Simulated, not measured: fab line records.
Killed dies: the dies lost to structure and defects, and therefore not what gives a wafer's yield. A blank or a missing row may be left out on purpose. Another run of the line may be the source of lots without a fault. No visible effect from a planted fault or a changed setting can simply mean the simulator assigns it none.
Lot-split experiment || flow gf180mcu || 23 wafers read across 5 lots, on a route 602 steps long

## ON THE SPLIT
At GF_STI_CVD_23 (deposits SiO2, target thk 650 nm, time 108.3 s), the setting sih4 flow sccm was moved away from the recipe's 60 sccm on 9 of the 23 wafers read, by -14.3% to +12.6%. For the rest of the wafers, this setting stayed at what the recipe calls for.

Between the split and the reading, the file records no step.

## THE READING
Values of STI_CVD_23_THK in nm from GF_STI_THK_MEAS_24. Typical for fault-free wafers on this fab line: 649 nm, with standard deviation 5.4 nm.

{"wafer": "L074.1", "tool, chamber at the split": "hdpcvd-02, 1", "sih4 flow sccm as run, sccm": 60, "against the recipe": "recipe", "STI_CVD_23_THK, nm": 644, "against lot-mates on the recipe": "-"}
{"wafer": "L074.2", "tool, chamber at the split": "hdpcvd-02, 2", "sih4 flow sccm as run, sccm": 60, "against the recipe": "recipe", "STI_CVD_23_THK, nm": 645, "against lot-mates on the recipe": "-"}
{"wafer": "L074.4", "tool, chamber at the split": "hdpcvd-02, 2", "sih4 flow sccm as run, sccm": 60, "against the recipe": "recipe", "STI_CVD_23_THK, nm": 651, "against lot-mates on the recipe": "-"}
{"wafer": "L074.5", "tool, chamber at the split": "hdpcvd-02, 0", "sih4 flow sccm as run, sccm": 60, "against the recipe": "recipe", "STI_CVD_23_THK, nm": 639, "against lot-mates on the recipe": "-"}
{"wafer": "L074.6", "tool, chamber at the split": "hdpcvd-02, 1", "sih4 flow sccm as run, sccm": 60, "against the recipe": "recipe", "STI_CVD_23_THK, nm": 645, "against lot-mates on the recipe": "-"}
{"wafer": "L075.1", "tool, chamber at the split": "hdpcvd-02, 1", "sih4 flow sccm as run, sccm": 51.43, "against the recipe": "-14.3%", "STI_CVD_23_THK, nm": 560, "against lot-mates on the recipe": -86}
{"wafer": "L075.3", "tool, chamber at the split": "hdpcvd-02, 0", "sih4 flow sccm as run, sccm": 60, "against the recipe": "recipe", "STI_CVD_23_THK, nm": 646, "against lot-mates on the recipe": "-"}
{"wafer": "L075.4", "tool, chamber at the split": "hdpcvd-02, 2", "sih4 flow sccm as run, sccm": 51.43, "against the recipe": "-14.3%", "STI_CVD_23_THK, nm": 552, "against lot-mates on the recipe": -94}
{"wafer": "L075.5", "tool, chamber at the split": "hdpcvd-02, 0", "sih4 flow sccm as run, sccm": 51.43, "against the recipe": "-14.3%", "STI_CVD_23_THK, nm": 555, "against lot-mates on the recipe": -91}
{"wafer": "L075.6", "tool, chamber at the split": "hdpcvd-02, 1", "sih4 flow sccm as run, sccm": 60, "against the recipe": "recipe", "STI_CVD_23_THK, nm": 646, "against lot-mates on the recipe": "-"}
{"wafer": "L082.1", "tool, chamber at the split": "hdpcvd-01, 0", "sih4 flow sccm as run, sccm": 67.58, "against the recipe": "+12.6%", "STI_CVD_23_THK, nm": 737, "against lot-mates on the recipe": "+78"}
{"wafer": "L082.2", "tool, chamber at the split": "hdpcvd-01, 1", "sih4 flow sccm as run, sccm": 67.58, "against the recipe": "+12.6%", "STI_CVD_23_THK, nm": 729, "against lot-mates on the recipe": "+70"}
{"wafer": "L082.3", "tool, chamber at the split": "hdpcvd-01, 2", "sih4 flow sccm as run, sccm": 67.58, "against the recipe": "+12.6%", "STI_CVD_23_THK, nm": 734, "against lot-mates on the recipe": "+76"}
{"wafer": "L082.5", "tool, chamber at the split": "hdpcvd-01, 2", "sih4 flow sccm as run, sccm": 60, "against the recipe": "recipe", "STI_CVD_23_THK, nm": 660, "against lot-mates on the recipe": "-"}
{"wafer": "L082.6", "tool, chamber at the split": "hdpcvd-01, 0", "sih4 flow sccm as run, sccm": 60, "against the recipe": "recipe", "STI_CVD_23_THK, nm": 657, "against lot-mates on the recipe": "-"}
{"wafer": "L083.2", "tool, chamber at the split": "hdpcvd-02, 2", "sih4 flow sccm as run, sccm": 60, "against the recipe": "recipe", "STI_CVD_23_THK, nm": 639, "against lot-mates on the recipe": "-"}
{"wafer": "L083.3", "tool, chamber at the split": "hdpcvd-02, 1", "sih4 flow sccm as run, sccm": 60, "against the recipe": "recipe", "STI_CVD_23_THK, nm": 654, "against lot-mates on the recipe": "-"}
{"wafer": "L083.4", "tool, chamber at the split": "hdpcvd-02, 1", "sih4 flow sccm as run, sccm": 65.28, "against the recipe": "+8.8%", "STI_CVD_23_THK, nm": 706, "against lot-mates on the recipe": "+60"}
{"wafer": "L083.5", "tool, chamber at the split": "hdpcvd-02, 2", "sih4 flow sccm as run, sccm": 65.28, "against the recipe": "+8.8%", "STI_CVD_23_THK, nm": 704, "against lot-mates on the recipe": "+58"}
{"wafer": "L083.6", "tool, chamber at the split": "hdpcvd-02, 0", "sih4 flow sccm as run, sccm": 65.28, "against the recipe": "+8.8%", "STI_CVD_23_THK, nm": 706, "against lot-mates on the recipe": "+60"}
{"wafer": "L084.1", "tool, chamber at the split": "hdpcvd-02, 0", "sih4 flow sccm as run, sccm": 60, "against the recipe": "recipe", "STI_CVD_23_THK, nm": 648, "against lot-mates on the recipe": "-"}
{"wafer": "L084.2", "tool, chamber at the split": "hdpcvd-02, 2", "sih4 flow sccm as run, sccm": 60, "against the recipe": "recipe", "STI_CVD_23_THK, nm": 645, "against lot-mates on the recipe": "-"}
{"wafer": "L084.4", "tool, chamber at the split": "hdpcvd-02, 1", "sih4 flow sccm as run, sccm": 60, "against the recipe": "recipe", "STI_CVD_23_THK, nm": 647, "against lot-mates on the recipe": "-"}

FIT RESULTS
A straight line over all 23 wafers: STI_CVD_23_THK changes by +6.58 nm for each +1% of sih4 flow sccm; r = +0.99; the points scatter about the line by 5.2 nm.
The same after taking each lot's own level away (the mean of its wafers on the recipe; 23 wafers): +6.25 nm for each +1%; r = +1.00; scatter 4.1 nm.
The reading moves by 89 nm for the largest change in sih4 flow sccm, on that fit.
Measured against the standard deviation above, the lots' own levels, which go from 644.8 to 658.5 nm, span 2.5 times it.
Hence the lot-to-lot level has little effect on the slope; both slopes agree.
Check: for one of the wafers moved furthest among these (-14.3%), held out of the fit, the line's prediction against its lot-mates is -90.3 nm. It came out at -86 nm against them.

## OTHER SPLITS APPLIED TO THESE WAFERS
These wafers also went through other splits before the reading. Each is held against what the fit with the lots' levels taken away leaves over:
{"other split on the same wafers": "GF_STI_CVD_03 pressure mtorr", "wafers away from the commonest value": 18, "r with STI_CVD_23_THK (lot level and that fit taken away)": "+0.35"}
{"other split on the same wafers": "GF_STI_ETCH_14 time s", "wafers away from the commonest value": 8, "r with STI_CVD_23_THK (lot level and that fit taken away)": "+0.19"}

## THE WHOLE CHAIN: every reading that the file lists as answering this split, in the file's order
{"step": "GF_STI_CVD_23", "what it does": "deposits SiO2, target thk 650 nm, time 108.3 s", "reading": "SiO2_of_STI_CVD_23.thk nm (the simulator's own value, which no gauge read)", "change (the file's fit)": "+6.24 nm for each +1% of the setting", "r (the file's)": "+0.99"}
{"step": "GF_STI_THK_MEAS_24", "what it does": "", "reading": "STI_CVD_23_THK", "change (the file's fit)": "+6.25 for each +1% of the setting", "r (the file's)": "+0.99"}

## FILE'S OWN FIT
STI_CVD_23_THK changes by +6.25 nm for each +1% of sih4 flow sccm, r = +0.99.
